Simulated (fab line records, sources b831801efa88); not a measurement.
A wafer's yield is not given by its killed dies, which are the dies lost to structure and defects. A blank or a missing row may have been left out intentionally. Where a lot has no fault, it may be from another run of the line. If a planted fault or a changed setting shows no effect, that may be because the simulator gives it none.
fab line records | flow sfq-line
[record] lots = 6 wafers = 18 last-day = 93
route steps=325 shown M1@62 I1@73 M2@88 I2@103 M8@325
lots with no fault: from the same line, run without faults
start-h: the number of hours between the record's first day and the start of the first shown wafer of the lot | wait-h: time in hours since the lot's previous step | " the same as in the row above | L1.1+2: several wafers, shown together as one row | - no value, or no start was given | * or withheld: withheld | < > ~ a bound
route shown NAME@n: a module of which the file shows steps, and the number in the route of the first | usual: the fault-free wafers' mean and standard deviation | same: alike in all rows | chamber/n: place in a boat | sites: each site's reading | _std_site: standard deviation of those values | _edge_site: the outer-site mean with the inner-site mean subtracted | radius-mm: for every site, how far away it sits from the centre of the wafer | mask NAME#n: copy n | behind: tool/chamber where the wafer was last shaped | hold: cause of the lot's hold/its duration in hours/its outcome | device: the n, p or np transistor that did not switch | end of line: the route-end tests of the same wafers | a step with no rows: only its recipe | killed: at the first sort, the dies lost to defects and structure; wafer yield is something else | map: the dies of a wafer, with x for killed, . for not killed, _ for no die there
set.NAME: the setting the step ran with; set.NAME@STEP: the setting that earlier step ran with | model.NAME: the simulator's own value behind a step, which no gauge read
a table for each step, a row for each wafer; lots at some steps of the route
services: a tool's chamber out of use, with start hour (start-h, from the record's first day; less than 0 if before it), hours out, and reason
[[steps]]
[step SFQ_TRILAYER_M1_LITHO_COAT_044]
[recipe] resist = BARC spin-rpm = 3000 resist-thk-nm = 62
[step SFQ_TRILAYER_M1_LITHO_COAT_039]
[recipe] resist = KrF spin-rpm = 3000 resist-thk-nm = 600
[step SFQ_TRILAYER_M1_LITHO_SOFTBAKE_043]
[recipe] temp-c = withheld time-s = withheld resist = KrF
[step SFQ_TRILAYER_M1_LITHO_EXPOSE_040]
[recipe] mask-id = M1 na = 0.6 source-shape = conventional sigma-outer = 0.65 target-cd-nm = 500 dose-mj = 14.4
[step SFQ_TRILAYER_M1_LITHO_PEB_042]
[recipe] peb-temp-c = 115 peb-time-s = 60 resist = KrF
[step SFQ_TRILAYER_M1_LITHO_DEVELOP_041]
[recipe] time-s = 60 resist = KrF
[step SFQ_M1_OVL_MEAS_911]
[usual] M1_OVL = 2/5
// columns lot.wafer tool chamber start-h wait-h M1_OVL[nm]
L736.2 overlay-01 - 427.33 0.1 0
L736.3 " - " " -5
L736.5 " - " " -5
L737.1 overlay-01 - 429.72 0.1 -2
L737.2 " - " " -7
L737.6 " - " " -6
L744.1 overlay-01 - 448.29 0.1 2
L744.3 " - " " -5
L744.5 " - " " -2
L747.3 overlay-02 - 451.91 0.1 -9
L747.4 " - " " -7
L747.5 " - " " -2
L748.3 overlay-02 - 465.11 0.1 5
L748.4 " - " " 7
L748.5 " - " " 2
L751.2 overlay-01 - 468.70 0.1 9
L751.3 " - " " 8
L751.4 " - " " 5
[step SFQ_TRILAYER_M1_BARC_OPEN_METAL_ETCH_054]
[recipe] mask-material = PR chemistry = O2 target-depth-nm = 125 target = BARC icp-w = 600 bias-w = 80 pressure-mtorr = 10 time-s = 41.7
[step SFQ_TRILAYER_M1_ETCH_METAL_ETCH_042]
[recipe] target = Nb stop-on = SiO2 mask-material = PR chemistry = Cl2/Ar target-depth-nm = 240 icp-w = 600 bias-w = 80 pressure-mtorr = 10 time-s = 120
[step SFQ_TRILAYER_M1_STRIP_STRIP_043]
[recipe] gas = O2 power-w = 200 platen-temp-c = 40 overash-fraction = 0.65 chemistry = O2 pressure-mtorr = 50
[usual] drypump-motor-current-A = 5.7/0.37 oes-product-au = 1.003/0.0092 platen-temp-c = 39.99/0.11
[same] overash-fraction = 0.65
// columns lot.wafer tool chamber start-h wait-h drypump-motor-current-A oes-product-au platen-temp-c rf-hours-counter-h
L736.2 rie-metal-01 0 427.54 0.1 5.8 1.006 39.96 54
L736.3 " 0 " " 5.9 1.004 39.87 -
L736.5 " 1 " " 5.5 0.989 40.02 -
L737.1 rie-metal-04 1 429.94 0.1 6.0 0.987 40.07 86
L737.2 " 0 " " 6.2 1.000 39.80 56
L737.6 " 0 " " 6.2 1.002 39.85 -
L744.1 rie-metal-01 1 448.52 0.1 5.5 0.998 39.99 71
L744.3 " 0 " " 5.9 1.002 40.05 -
L744.5 " 0 " " 5.9 1.000 39.96 -
L747.3 rie-metal-04 0 452.32 0.2 6.2 1.006 39.92 -
L747.4 " 1 " " 6.1 0.993 39.99 -
L747.5 " 1 " " 6.1 0.995 40.06 -
L748.3 rie-metal-01 1 465.52 0.2 5.5 1.013 39.90 -
L748.4 " 0 " " 5.9 1.012 39.90 -
L748.5 " 0 " " 5.9 1.010 40.08 -
L751.2 rie-metal-03 0 468.92 0.1 5.4 1.013 39.78 22
L751.3 " 1 " " 5.3 1.004 39.90 -
L751.4 " 0 " " 5.4 1.010 39.89 -
[step SFQ_TRILAYER_M1_STRIP_SOLV_CLEAN_044]
[recipe] chemistry = NMP temp-c = 70 time-s = 600
[step SFQ_TRILAYER_I1_DEP_PECVD_045]
[recipe] material = SiO2 temp-c = 150 time-s = 111.11 pressure-torr = 2.4 rf-w = 183.3 precursor = SiH4/N2O target-thk-nm = 500
[usual] heater-power-w = 77/13 throttle-valve-pct = 25.1/1.5
// columns lot.wafer tool chamber start-h wait-h heater-power-w throttle-valve-pct
L736.2 pecvd-01 2 428.33 0.0 90 25.3
L736.3 " 0 " " 76 25.3
L736.5 " 1 " " 86 26.4
L737.1 pecvd-04 0 430.72 0.0 74 22.8
L737.2 " 1 " " 83 23.2
L737.6 " 2 " " 68 24.1
L744.1 pecvd-04 0 449.29 0.0 80 22.9
L744.3 " 2 " " 61 24.1
L744.5 " 0 " " 82 22.7
L747.3 pecvd-03 1 452.95 0.0 86 27.2
L747.4 " 2 " " 50 25.7
L747.5 " 2 " " 52 26.2
L748.3 pecvd-01 2 466.13 0.0 85 25.4
L748.4 " 1 " " 75 26.3
L748.5 " 1 " " 80 26.2
L751.2 pecvd-04 2 469.69 0.0 73 24.0
L751.3 " 1 " " 96 23.2
L751.4 " 1 " " 95 23.3
[step SFQ_TRILAYER_I1_CMP_CMP_046]
[recipe] material = SiO2 down-force-psi = 3 platen-rpm = 60 pad-velocity-m-s = 0.94248
[usual] motor-current-A = 9.9/1 time-to-endpoint-s = 213/8.9
// columns lot.wafer tool chamber start-h wait-h motor-current-A time-to-endpoint-s model.SiO2_of_TRILAYER_I1_DEP_PECVD_045.thk-nm
L736.2 cmp-02 1 428.99 0.6 8.8 210 200.7
L736.3 " 2 " " 8.3 222 200.9
L736.5 " 2 431.49 3.1 9.2 229 200.4
L737.2 cmp-01 1 431.29 0.5 10.8 217 199.2
L737.1 " 3 432.29 1.5 9.5 205 198.7
L737.6 " 0 " " 10.4 223 200.1
L744.1 cmp-01 3 449.37 0.0 9.0 211 199.6
L744.3 " 2 450.87 1.5 9.9 270 299.5
L744.5 " 3 " " 9.4 274 302.8
L747.3 cmp-01 2 455.37 2.4 9.9 289 307.4
L747.4 " 1 456.87 3.9 10.9 284 307.2
L747.5 " 3 457.87 4.8 9.8 287 308.6
L748.3 cmp-02 1 466.21 0.0 8.9 213 198.8
L748.4 " 2 " " 8.9 219 200.9
L748.5 " 2 468.71 2.5 8.9 217 200.8
L751.3 cmp-02 1 472.21 2.5 8.1 202 199.3
L751.2 " 2 " " 9.1 207 200.3
L751.4 " 3 " " 11.6 211 198.3
[step SFQ_I1_BOW_MEAS_912]
[recipe] mode = bow
[usual] I1_BOW = 2/9.1
// columns lot.wafer tool chamber start-h wait-h I1_BOW[um]
L736.2 film-metro-02 - 432.01 2.5 0
L736.3 " - " " 6
L736.5 " - " " 1
L737.1 film-metro-04 - 433.79 1.0 -4
L737.2 " - " " -10
L737.6 " - " " -3
L744.1 film-metro-02 - 452.37 2.5 5
L744.3 " - " " 6
L744.5 " - " " -10
L744.1 film-metro-02 - 453.69 1.3 -
L744.3 " - " " -
L744.5 " - " " -
L747.3 film-metro-02 - 458.41 2.5 11
L747.4 " - " " 19
L747.5 " - " " -3
L747.3 film-metro-02 - 459.73 1.3 -
L747.4 " - " " -
L747.5 " - " " -
L748.3 film-metro-02 - 469.25 2.5 0
L748.4 " - " " 9
L748.5 " - " " 11
L751.2 film-metro-01 - 475.23 2.0 -1
L751.3 " - " " 9
L751.4 " - " " 22
[step SFQ_TRILAYER_I1_METRO_MEASURE_047]
[usual] thk-nm = 199.7/1.1
// columns lot.wafer tool chamber start-h wait-h thk-nm
L736.2 film-metro-02 - 432.31 0.3 200.6
L736.3 " - " " 201.0
L736.5 " - " " 200.4
L737.1 film-metro-04 - 433.91 0.1 198.7
L737.2 " - " " 199.3
L737.6 " - " " 200.1
L744.1 film-metro-02 - 456.34 2.6 199.8
L744.3 " - " " 299.6
L744.5 " - " " 302.8
L744.1 film-metro-02 - 457.70 1.2 199.7
L744.3 " - " " 299.4
L744.5 " - " " 302.8
L747.3 film-metro-02 - 464.46 4.7 307.4
L747.4 " - " " 307.0
L747.5 " - " " 308.8
L747.3 film-metro-02 - 465.83 1.2 307.6
L747.4 " - " " 307.2
L747.5 " - " " 308.8
L748.3 film-metro-02 - 469.73 0.5 198.9
L748.4 " - " " 200.8
L748.5 " - " " 200.9
L751.2 film-metro-01 - 475.53 0.3 200.4
L751.3 " - " " 199.4
L751.4 " - " " 198.3
[step SFQ_TRILAYER_I1_VIA_LITHO_COAT_054]
[recipe] resist = BARC spin-rpm = 3000 resist-thk-nm = 62
[step SFQ_TRILAYER_I1_VIA_LITHO_COAT_049]
[recipe] resist = KrF spin-rpm = 3000 resist-thk-nm = 650
[step SFQ_TRILAYER_I1_VIA_LITHO_SOFTBAKE_053]
[recipe] temp-c = withheld time-s = withheld resist = KrF
[step SFQ_TRILAYER_I1_VIA_LITHO_EXPOSE_050]
[recipe] mask-id = I1 na = 0.6 source-shape = conventional sigma-outer = 0.65 target-cd-nm = 500 dose-mj = 21.3
[step SFQ_TRILAYER_I1_VIA_LITHO_PEB_052]
[recipe] peb-temp-c = 115 peb-time-s = 60 resist = KrF
[step SFQ_TRILAYER_I1_VIA_LITHO_DEVELOP_051]
[recipe] time-s = 60 resist = KrF
[step SFQ_I1_OVL_MEAS_913]
[usual] I1_OVL = 3/5.5
// columns lot.wafer tool chamber start-h wait-h I1_OVL[nm]
L736.2 overlay-02 - 579.19 0.1 -4
L736.3 " - " " -13
L736.5 " - " " -4
L737.1 overlay-01 - 580.39 0.1 2
L737.2 " - " " 0
L737.6 " - " " 5
L744.1 overlay-02 - 597.19 0.1 3
L744.3 " - " " -1
L744.5 " - " " -1
L747.3 overlay-02 - 604.40 0.1 1
L747.4 " - " " 0
L747.5 " - " " 0
L748.3 overlay-02 - 616.52 0.1 10
L748.4 " - " " 0
L748.5 " - " " 3
L751.2 overlay-01 - 623.27 0.1 0
L751.3 " - " " 9
L751.4 " - " " 2
[step SFQ_TRILAYER_I1_VIA_BARC_OPEN_VIA_ETCH_071]
[recipe] mask-material = PR chemistry = O2 target-depth-nm = 125 target = BARC source-w = 500 bias-w = 80 pressure-mtorr = 30 time-s = 41.7
[step SFQ_TRILAYER_I1_VIA_ETCH_VIA_ETCH_052]
[recipe] target = SiO2 stop-on = Nb mask-material = PR taper-deg = 20 chemistry = CHF3 target-depth-nm = 260 source-w = 500 bias-w = 80 pressure-mtorr = 30 time-s = withheld
[usual] bias-w = 79.99/0.27 drypump-motor-current-A = 5.6/0.52 oes-product-au = 0.854/0.0058
// columns lot.wafer tool chamber start-h wait-h bias-w drypump-motor-current-A oes-product-au model.etch.depth-nm model.I1.feature-depth-nm
L736.2 rie-diel-04 0 579.26 0.0 79.53 6.6 0.858 200.7 200.7
L736.3 " 1 " " 79.33 5.6 0.852 200.9 200.9
L736.5 " 2 " " 80.04 4.7 0.855 200.4 200.4
L737.1 rie-diel-01 3 580.46 0.0 79.64 5.7 0.854 198.7 198.7
L737.2 " 2 " " 79.30 6.0 0.850 199.2 199.2
L737.6 " 2 " " 79.96 6.0 0.850 200.1 200.1
L744.1 rie-diel-03 2 597.26 0.0 79.76 5.5 0.852 199.6 199.6
L744.3 " 0 " " 80.37 5.6 0.997 259.4 259.4
L744.5 " 3 " " 80.01 5.9 1.006 256.7 256.7
L747.3 rie-diel-01 0 604.46 0.0 80.25 5.4 0.999 259.2 259.2
L747.4 " 2 " " 79.91 6.1 1.005 256.9 256.9
L747.5 " 3 " " 80.43 5.7 1.006 263.4 263.4
L748.3 rie-diel-01 0 616.59 0.0 80.41 5.4 0.854 198.8 198.8
L748.4 " 1 " " 79.84 5.3 0.849 200.9 200.9
L748.5 " 1 " " 79.87 5.3 0.856 200.8 200.8
L751.2 rie-diel-04 0 623.34 0.0 79.61 6.6 0.859 200.3 200.3
L751.3 " 3 " " 80.00 4.9 0.850 199.3 199.3
L751.4 " 2 " " 79.75 4.7 0.850 198.3 198.3
[step SFQ_TRILAYER_I1_VIA_STRIP_STRIP_053]
[recipe] gas = O2 power-w = 200 platen-temp-c = 40 overash-fraction = 0.65 chemistry = O2 pressure-mtorr = 50
[usual] drypump-motor-current-A = 5.8/0.31 oes-product-au = 1.004/0.0074 platen-temp-c = 40.00/0.11
[same] overash-fraction = 0.65
// columns lot.wafer tool chamber start-h wait-h drypump-motor-current-A oes-product-au platen-temp-c rf-hours-counter-h
L736.2 rie-metal-02 0 579.38 - 5.4 1.007 39.88 54
L736.3 " 1 " " 6.2 1.006 40.09 -
L736.5 " 1 " " 6.3 1.005 39.98 -
L737.1 rie-metal-01 1 580.58 - 5.5 1.004 40.05 88
L737.2 " 0 " " 5.9 1.002 39.95 77
L737.6 " 1 " " 5.5 1.004 39.91 -
L744.1 rie-metal-02 1 597.38 - 6.2 1.017 40.06 3
L744.3 " 1 " " 6.3 1.012 40.18 -
L744.5 " 1 " " 6.3 1.010 40.32 -
L747.3 rie-metal-04 0 604.78 - 6.2 1.022 40.09 -
L747.4 " 1 " " 6.0 0.997 40.03 -
L747.5 " 0 " " 6.2 1.016 40.09 -
L748.3 rie-metal-01 1 616.90 - 5.5 0.990 39.99 -
L748.4 " 0 " " 5.9 1.009 40.00 -
L748.5 " 0 " " 5.9 1.000 39.86 -
L751.2 rie-metal-01 1 623.45 - 5.5 0.997 40.03 93
L751.3 " 1 " " 5.5 1.003 40.09 -
L751.4 " 0 " " 5.9 0.995 40.04 -
[step SFQ_TRILAYER_I1_VIA_STRIP_SOLV_CLEAN_054]
[recipe] chemistry = NMP temp-c = 70 time-s = 600
[step SFQ_TRILAYER_M2_DEP_PRE_CLEAN_056]
[recipe] gas = Ar time-s = 22.5 bias-v = 250
// columns lot.wafer tool chamber start-h wait-h model.SiO2_of_TRILAYER_I1_DEP_PECVD_045.thk-nm
L736.2 pvd-sputter-03 - 580.15 0.0 193.2
L736.3 " - " " 193.4
L736.5 " - " " 192.9
L737.1 pvd-sputter-04 - 581.35 0.0 191.2
L737.2 " - " " 191.7
L737.6 " - " " 192.6
L744.1 pvd-sputter-04 - 598.15 0.0 192.1
L744.3 " - " " 292
L744.5 " - " " 295.3
L747.3 pvd-sputter-03 - 605.37 0.0 299.9
L747.4 " - " " 299.7
L747.5 " - " " 301.1
L748.3 pvd-sputter-04 - 617.48 0.0 191.3
L748.4 " - " " 193.4
L748.5 " - " " 193.3
L751.2 pvd-sputter-03 - 624.23 0.0 192.8
L751.3 " - " " 191.8
L751.4 " - " " 190.8
[step SFQ_TRILAYER_M2_DEP_SPUTTER_055]
[recipe] material = Nb base-pressure-pa = 1.33e-06 chamber-pressure-pa = 0.1333 substrate-temp-c = 20 resputter-cathode-voltage-v = 400 target-thk-nm = 200 power-w = 2000 time-s = 133.3
[step SFQ_M2_RS_MEAS_914]
[recipe] thk-meas-gauge = four-point-probe reads = Nb_of_TRILAYER_M2_DEP_SPUTTER_055
[usual] M2_NB_RS = 0.886/0.0087
// columns lot.wafer tool chamber start-h wait-h M2_NB_RS[ohm/sq]
L736.2 film-metro-03 - 580.29 0.1 0.889
L736.3 " - " " 0.892
L736.5 " - " " 0.887
L737.1 film-metro-02 - 581.47 0.0 0.893
L737.2 " - " " 0.886
L737.6 " - " " 0.888
L744.1 film-metro-02 - 598.27 0.0 0.878
L744.3 " - " " 0.871
L744.5 " - " " 0.880
L747.3 film-metro-03 - 605.53 0.1 0.891
L747.4 " - " " 0.887
L747.5 " - " " 0.889
L748.3 film-metro-03 - 617.64 0.1 0.890
L748.4 " - " " 0.880
L748.5 " - " " 0.879
L751.2 film-metro-03 - 624.37 0.1 0.903
L751.3 " - " " 0.894
L751.4 " - " " 0.902
[step SFQ_TRILAYER_M2_LITHO_COAT_062]
[recipe] resist = BARC spin-rpm = 3000 resist-thk-nm = 62
[step SFQ_TRILAYER_M2_LITHO_COAT_057]
[recipe] resist = KrF spin-rpm = 3000 resist-thk-nm = 600
[step SFQ_TRILAYER_M2_LITHO_SOFTBAKE_061]
[recipe] temp-c = withheld time-s = withheld resist = KrF
[step SFQ_TRILAYER_M2_LITHO_EXPOSE_058]
[recipe] mask-id = M2 na = 0.6 source-shape = conventional sigma-outer = 0.65 target-cd-nm = 500 dose-mj = 14.4
[step SFQ_TRILAYER_M2_LITHO_PEB_060]
[recipe] peb-temp-c = 115 peb-time-s = 60 resist = KrF
[step SFQ_TRILAYER_M2_LITHO_DEVELOP_059]
[recipe] time-s = 60 resist = KrF
[step SFQ_M2_OVL_MEAS_916]
[usual] M2_OVL = 4/5.3
// columns lot.wafer tool chamber start-h wait-h M2_OVL[nm]
L736.2 overlay-01 - 754.91 0.1 11
L736.3 " - " " 13
L736.5 " - " " 14
L737.1 overlay-02 - 756.10 0.1 1
L737.2 " - " " 5
L737.6 " - " " 1
L744.1 overlay-01 - 774.49 0.1 -2
L744.3 " - " " -3
L744.5 " - " " 0
L747.3 overlay-01 - 778.10 0.1 -5
L747.4 " - " " 1
L747.5 " - " " -4
L748.3 overlay-01 - 780.50 0.1 5
L748.4 " - " " 0
L748.5 " - " " -3
L751.2 overlay-01 - 784.71 0.1 6
L751.3 " - " " -2
L751.4 " - " " 4
[step SFQ_TRILAYER_M2_BARC_OPEN_METAL_ETCH_077]
[recipe] mask-material = PR chemistry = O2 target-depth-nm = 125 target = BARC icp-w = 600 bias-w = 80 pressure-mtorr = 10 time-s = 41.7
[step SFQ_TRILAYER_M2_ETCH_METAL_ETCH_060]
[recipe] target = Nb stop-on = SiO2 mask-material = PR chemistry = Cl2/Ar target-depth-nm = 240 icp-w = 600 bias-w = 80 pressure-mtorr = 10 time-s = 120
[usual] bias-w = 80.00/0.24 drypump-motor-current-A = 5.7/0.42 oes-product-au = 0.897/0.0066
// columns lot.wafer tool chamber start-h wait-h bias-w drypump-motor-current-A oes-product-au rf-hours-counter-h
L736.2 rie-metal-04 1 755.00 0.0 80.11 6.1 0.896 131
L736.3 " 0 " " 79.83 6.2 0.898 -
L736.5 " 1 " " 79.84 6.1 0.898 -
L737.1 rie-metal-02 1 756.20 0.0 79.61 6.3 0.902 23
L737.2 " 0 " " 79.56 5.4 0.902 76
L737.6 " 1 " " 79.98 6.2 0.892 -
L744.1 rie-metal-03 1 774.58 0.0 80.19 5.3 0.897 63
L744.3 " 1 " " 80.61 5.3 0.906 -
L744.5 " 0 " " 79.88 5.3 0.903 -
L747.3 rie-metal-03 0 778.23 0.1 80.10 5.3 0.889 -
L747.4 " 1 " " 80.31 5.3 0.907 -
L747.5 " 0 " " 79.83 5.3 0.894 -
L748.3 rie-metal-03 1 780.63 0.1 80.10 5.3 0.894 -
L748.4 " 0 " " 79.98 5.4 0.894 -
L748.5 " 1 " " 79.92 5.3 0.903 -
L751.2 rie-metal-04 1 784.80 0.0 79.50 6.1 0.889 136
L751.3 " 1 " " 79.64 6.1 0.891 -
L751.4 " 0 " " 80.47 6.2 0.893 -
[step SFQ_TRILAYER_M2_STRIP_STRIP_061]
[recipe] gas = O2 power-w = 200 platen-temp-c = 40 overash-fraction = 0.65 chemistry = O2 pressure-mtorr = 50
[step SFQ_TRILAYER_M2_STRIP_SOLV_CLEAN_062]
[recipe] chemistry = NMP temp-c = 70 time-s = 600
[step SFQ_TRILAYER_I2_DEP_PECVD_063]
[recipe] material = SiO2 temp-c = 150 time-s = 111.11 pressure-torr = 2.4 rf-w = 183.3 precursor = SiH4/N2O target-thk-nm = 500
[usual] heater-power-w = 77/16 throttle-valve-pct = 24.9/1.4
// columns lot.wafer tool chamber start-h wait-h heater-power-w throttle-valve-pct
L736.2 pecvd-02 0 755.90 0.0 43 25.6
L736.3 " 2 " " 99 24.7
L736.5 " 0 " " 47 25.5
L737.1 pecvd-03 1 757.10 0.0 88 27.5
L737.2 " 2 " " 55 25.8
L737.6 " 1 " " 94 27.6
L744.1 pecvd-01 2 775.48 0.0 91 24.6
L744.3 " 1 " " 85 22.4
L744.5 " 1 " " 68 22.4
L747.3 pecvd-03 0 779.08 0.0 83 24.3
L747.4 " 2 " " 49 26.0
L747.5 " 1 " " 95 27.2
L748.3 pecvd-03 2 781.48 0.0 57 26.0
L748.4 " 1 " " 94 27.5
L748.5 " 2 " " 47 26.2
L751.2 pecvd-03 2 785.70 0.0 45 26.1
L751.3 " 0 " " 82 24.2
L751.4 " 2 " " 50 26.2
[step SFQ_M8_BOW_MEAS_951]
[recipe] mode = bow
[usual] M8_BOW = 8/12
// columns lot.wafer tool chamber start-h wait-h M8_BOW[um] model.etest.i1.link-ohm
L736.2 film-metro-03 - 2019.17 0.0 4 1.974
L736.3 " - " " 9 1.968
L736.5 " - " " 5 1.976
L737.1 film-metro-03 - 2021.73 0.0 8 1.964
L737.2 " - " " 0 1.962
L737.6 " - " " 7 1.959
L744.1 film-metro-03 - 2125.15 0.0 0 1.953
L744.3 " - " " 1 1e+06
L744.5 " - " " -12 1e+06
L747.3 film-metro-03 - 2135.20 0.0 15 1e+06
L747.4 " - " " 21 1e+06
L747.5 " - " " 0 1e+06
L748.3 film-metro-03 - 2143.01 0.0 8 1.951
L748.4 " - " " 17 1.944
L748.5 " - " " 21 1.941
L751.2 film-metro-04 - 2225.44 0.0 3 1.978
L751.3 " - " " 12 1.975
L751.4 " - " " 25 1.97
[[services]]
// columns tool chamber start-h hours kind
cmp-02 - 408.01 4.0 pm
film-metro-02 - 429.18 0.2 pm
film-metro-02 - 437.85 0.8 pm
rie-metal-03 - 480.36 1.3 repair
rie-metal-01 1 480.73 7.6 repair
rie-metal-03 - 481.62 2.8 pm
rie-metal-03 - 485.71 0.3 repair
rie-metal-04 1 493.02 3.1 repair
rie-metal-03 - 535.82 0.3 repair
rie-metal-03 1 555.94 14.2 repair
film-metro-02 - 576.20 0.9 pm
pecvd-03 - 593.49 5.7 repair
film-metro-02 - 604.35 1.9 repair
film-metro-02 - 617.41 0.7 pm
rie-metal-03 0 618.72 2.1 repair
rie-metal-03 - 647.86 1.4 pm
rie-metal-01 1 654.39 5.0 repair
rie-metal-04 0 657.09 4.5 repair
film-metro-02 - 674.18 0.4 pm
film-metro-02 - 682.85 1.2 pm
pecvd-03 0 686.74 6.4 repair
rie-metal-03 - 695.96 0.4 repair
rie-metal-03 0 704.17 59.2 repair
pecvd-03 2 763.81 12.9 repair
[[key]]
[first-sign] step = SFQ_TRILAYER_I1_CMP_CMP_046 reading = time-to-endpoint-s direction = up sigmas = 7.5 usual = * struck = *
[effect] step = SFQ_I1_BOW_MEAS_912 reading = visit direction = added
[effect] step = SFQ_TRILAYER_I1_METRO_MEASURE_047 reading = visit direction = added
[effect] step = SFQ_TRILAYER_I1_METRO_MEASURE_047 reading = thk-nm direction = up sigmas = 97 usual = 199.7 struck = 305.1
[effect] step = SFQ_TRILAYER_I1_VIA_ETCH_VIA_ETCH_052 reading = oes-product-au direction = up sigmas = 26 usual = 0.854 struck = 1.002
[model-effect] step = SFQ_TRILAYER_I1_CMP_CMP_046 value = SiO2_of_TRILAYER_I1_DEP_PECVD_045.thk-nm without = 199.6 struck = 305.1
[model-effect] step = SFQ_TRILAYER_I1_VIA_ETCH_VIA_ETCH_052 value = etch.depth-nm without = 199.6 struck = 259.1
[model-effect] step = SFQ_TRILAYER_M2_DEP_PRE_CLEAN_056 value = SiO2_of_TRILAYER_I1_DEP_PECVD_045.thk-nm without = 192.1 struck = 297.6
[model-effect] step = SFQ_M8_BOW_MEAS_951 value = etest.i1.link-ohm without = 1.959 struck = 1e+06
met-at SFQ_TRILAYER_I1_CMP_CMP_046
struck-wafers L744.3,L744.5,L747.3,L747.4,L747.5
onset-between 431.29 449.37
[fault] kind = process-parameter-drift tool = cmp-01 chamber = - onset-h = 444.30 steps = SFQ_TRILAYER_I1_CMP_CMP_046 channel = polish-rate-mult offset = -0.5 shape = step end-h = 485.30 scope = struck-wafers-only
